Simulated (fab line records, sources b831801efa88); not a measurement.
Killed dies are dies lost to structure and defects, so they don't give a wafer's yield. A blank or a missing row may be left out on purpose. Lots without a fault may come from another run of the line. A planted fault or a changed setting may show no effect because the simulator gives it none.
One fault seen from 2 desks | flow sky130 | each desk has only its own numbers; what lay behind them comes last

THE METROLOGY DESK
What the gauges read, lot by lot, whatever tool the lot ran on: means of the sampled wafers that have a number. A lot is out of limits, marked OUT, if its mean lies more than 4 standard deviations from the usual mean; the brackets give that distance.
Columns: A = VIA4_BOW at SKY_VIA4_BOW_MEAS_03, usual 80 um; B = PASSIVATION_CVD_02_THK at SKY_PASSIVATION_THK_MEAS_03, usual 543 nm
lot  | first seen here | A  | B
L145 | day 41 23:09    | 70 | 553
L146 | day 43 12:01    | 84 | 543
L147 | day 43 13:01    | 82 | 551
L150 | day 43 19:28    | 68 | 550
L151 | day 44 05:40    | 83 | 538
L154 | day 44 09:52    | 78 | 538
L155 | day 44 20:41    | 78 | 543
L156 | day 44 22:25    | 86 | 541
L157 | day 45 07:38    | 78 | 542
L166 | day 47 15:30    | 98 | 603 (+8.0) OUT
L167 | day 47 18:04    | 74 | 599 (+7.5) OUT
This desk's finding: out of limits on L166, L167; first on L166, day 49 06:49 (PASSIVATION_CVD_02_THK at SKY_PASSIVATION_THK_MEAS_03). In limits: L145, L146, L147, L150, L151, L154, L155, L156, L157.

THE TOOL OWNER'S DESK: pecvd-04
The tool's own readings at SKY_PASSIVATION_CVD_02 (deposits Si3N4, target thk 540 nm): means of the sampled wafers that have a number, for each lot that ran on this tool. A lot is out of limits, marked OUT, if its mean lies more than 4 standard deviations from the usual mean; the brackets give that distance.
Columns: A = heater_power_w at SKY_PASSIVATION_CVD_02, usual 729 W; B = rf_fwd_power_W at SKY_PASSIVATION_CVD_02, usual 448.8 W
lot  | first seen here | A   | B
L146 | day 45 11:49    | 681 | 447.9
L156 | day 46 18:53    | 698 | 448.2
L166 | day 49 06:34    | 682 | 627.6 (+99 or more) OUT
L167 | day 49 09:24    | 650 | 628.2 (+99 or more) OUT
This desk's finding: out of limits on L166, L167; first on L166, day 49 06:34 (rf_fwd_power_W at SKY_PASSIVATION_CVD_02). In limits: L146, L156.

PUT TOGETHER
The tool owner's desk could have raised an alarm at day 49 06:34, on L166, L167.
The metrology desk could have raised an alarm at day 49 06:49, on L166, L167.
Of the lots named, all ran SKY_PASSIVATION_CVD_02 on pecvd-04.

WHAT THE SIMULATOR HAD PUT IN
Process parameter drift: pecvd-04, from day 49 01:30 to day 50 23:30, at SKY_PASSIVATION_CVD_02. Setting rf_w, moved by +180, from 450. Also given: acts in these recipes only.
Lots struck among those shown: L166, L167.
Hours from the fault's start to each desk's first reading out of limits: the tool owner's desk, 5; the metrology desk, 5.
